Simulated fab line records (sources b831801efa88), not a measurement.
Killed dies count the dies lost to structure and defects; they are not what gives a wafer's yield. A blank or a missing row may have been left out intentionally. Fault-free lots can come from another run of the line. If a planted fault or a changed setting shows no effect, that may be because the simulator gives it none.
Which of the tools did it?    flow gf180mcu    13 lots with 39 wafers sampled at 2 steps, on a route of 602 steps

WHAT THE GAUGES SHOWED, per wafer
GF_SALICIDE_THK_MEAS_05: measures by xrf.
lot   measured      on             SALICIDE_TIN_THK (nm)
L239  day 15 13:44  film metro-04  19.95 20.11 20.13
L242  day 16 12:04  film metro-02  19.83 19.82 20.06
L243  day 16 15:02  film metro-02  19.99 20.39 20.31
L244  day 17 12:01  film metro-03  20.17 20.31 20.23
L245  day 17 15:19  film metro-03  20.48 20.34 20.37
L247  day 18 11:41  film metro-03  20.13 19.95 20.32
L248  day 18 14:40  film metro-02  19.80 20.42 20.34
L253  day 20 15:12  film metro-02  19.98 19.53 19.95
L255  day 20 20:11  film metro-03  19.96 20.10 19.92
L256  day 21 13:07  film metro-04  20.78 20.53 20.67
L257  day 21 18:37  film metro-03  20.59 20.46 20.42
L261  day 22 20:43  film metro-03  19.87 20.06 19.77
L262  day 23 14:14  film metro-02  20.47 20.31 20.38

GF_CONTACT_BOW_MEAS_05.
lot   measured      on             CONTACT_BOW (um)
L239  day 15 14:37  film metro-01  74 64 55
L242  day 16 12:58  film metro-04  70 72 79
L243  day 16 15:56  film metro-04  66 62 62
L244  day 17 13:01  film metro-04  64 66 62
L245  day 17 16:31  film metro-01  67 65 65
L247  day 18 12:34  film metro-01  57 48 59
L248  day 18 15:33  film metro-01  65 60 56
L253  day 20 16:19  film metro-04  74 71 60
L255  day 20 21:10  film metro-04  78 61 63
L256  day 21 14:01  film metro-01  68 75 57
L257  day 21 19:37  film metro-04  61 75 60
L261  day 22 21:38  film metro-04  52 56 70
L262  day 23 15:10  film metro-04  53 69 61

TOOL THAT RAN EACH LOT (tool first, then ch and the chambers of the sampled wafers, then the start)
Record: no process step prior to these readings.

WHAT THE TOOLS THEMSELVES READ (means of the sampled wafers that have a number; where no wafer has one, the mark that the record gives instead)
The record holds no such reading with a usual standard deviation.

THE ANSWER, worked out from the rows above alone
Rule: what is usual is taken from the lots themselves. The widest of any qualifying gaps counts: lots, ordered by their means at a reading, are off when they make up no more than a third of the lots, leave a main group of 4 or more, and stand apart from it by 3 or more times the standard deviation of that group's means. The tables above print the reading to a certain number of digits; a main group whose means all agree to those digits is not used. A lot without any number at a reading at which 4 lots or more have one is off too. All remaining lots with rows at the step are treated as sound. Order of review: gauges by route order, followed by the tools' own readings, for which a lot's mean as printed above is used. The first step at which some lot is off is used, and at that step the reading that is off furthest; a lot without a number counts as furthest.
Across all readings shown, no lot is off: no conclusion can be drawn from this.

WHAT HAD BEEN PUT IN BY THE SIMULATOR
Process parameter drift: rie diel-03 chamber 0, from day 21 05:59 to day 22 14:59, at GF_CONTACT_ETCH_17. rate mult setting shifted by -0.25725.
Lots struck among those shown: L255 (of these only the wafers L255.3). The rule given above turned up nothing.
